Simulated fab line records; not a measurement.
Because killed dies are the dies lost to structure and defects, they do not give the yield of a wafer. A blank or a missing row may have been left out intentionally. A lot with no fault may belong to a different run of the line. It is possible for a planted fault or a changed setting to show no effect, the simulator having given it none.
Chamber matching    flow sky130    4 sister chambers for SKY_FIELD_ISO_ETCH_17 on rie-si-02
The step etches Si in HBr/Cl2/O2, target depth 342 nm, time 97.7 s. 18 wafers are shown with their chamber, then 9 later ones without.

== WAFERS PAIRED WITH THEIR CHAMBERS ==
wafer   chamber  drypump-motor-current-A (A)  oes-product-au (a.u.)  bias-w (W)
L738.2  2        5.2                          0.987                  149.9
L738.3  1        5.7                          1.007                  150.0
L738.4  2        5.2                          0.985                  149.9
L739.3  3        5.4                          0.988                  150.5
L739.5  2        5.2                          0.983                  149.6
L739.6  1        5.7                          0.999                  150.0
L743.1  1        5.7                          1.004                  149.8
L743.4  2        5.2                          0.991                  150.2
L743.6  1        5.7                          1.017                  150.2
L745.3  2        5.2                          0.995                  150.4
L745.4  0        4.7                          1.011                  148.8
L745.6  0        4.7                          1.010                  150.0
L748.2  0        4.7                          1.010                  150.1
L748.5  3        5.4                          0.995                  151.0
L748.6  0        4.6                          1.006                  149.3
L750.1  2        5.2                          0.985                  150.0
L750.3  0        4.6                          1.005                  149.8
L750.4  1        5.7                          1.000                  150.2

SIGNATURES (means of the wafers above)
reading                  chamber 0  chamber 1  chamber 2  chamber 3  scatter within a chamber
drypump-motor-current-A  4.660      5.700      5.200      5.400      0.0293
oes-product-au           1.00840    1.00540    0.98767    0.99150    0.0051
bias-w                   149.600    150.040    150.000    150.750    0.358
Rule: a wafer's distance from a chamber is the root of the sum, over the readings, of the square of ((its reading less the chamber's mean) divided by the reading's scatter). The wafer belongs to the nearest chamber; if the next one is less than 2 further off, it can't be placed. How the scatter is found: for the shown wafers, subtract from each reading the mean of its chamber, square and add these, divide the total by (wafers less chambers), then take the root.

== WAFERS WITHOUT THEIR CHAMBER ==
wafer   drypump-motor-current-A (A)  oes-product-au (a.u.)  bias-w (W)
L757.2  5.4                          1.001                  150.3
L757.5  5.4                          1.002                  150.4
L757.6  5.2                          1.003                  149.8
L758.3  5.2                          0.993                  150.7
L758.4  5.7                          0.996                  150.6
L758.5  5.4                          0.990                  149.8
L760.1  4.7                          0.993                  150.1
L760.3  5.7                          1.000                  149.3
L760.4  5.2                          0.987                  150.3

== WHICH CHAMBER EACH WENT THROUGH ==
wafer   from the rows above  in truth
L757.2  3                    3
L757.5  3                    3
L757.6  2                    2
L758.3  2                    2
L758.4  1                    1
L758.5  3                    3
L760.1  0                    0
L760.3  1                    1
L760.4  2                    2
Correct placement for 9 of the 9. From these rows, 0 cannot be placed. 0 placed wrongly.
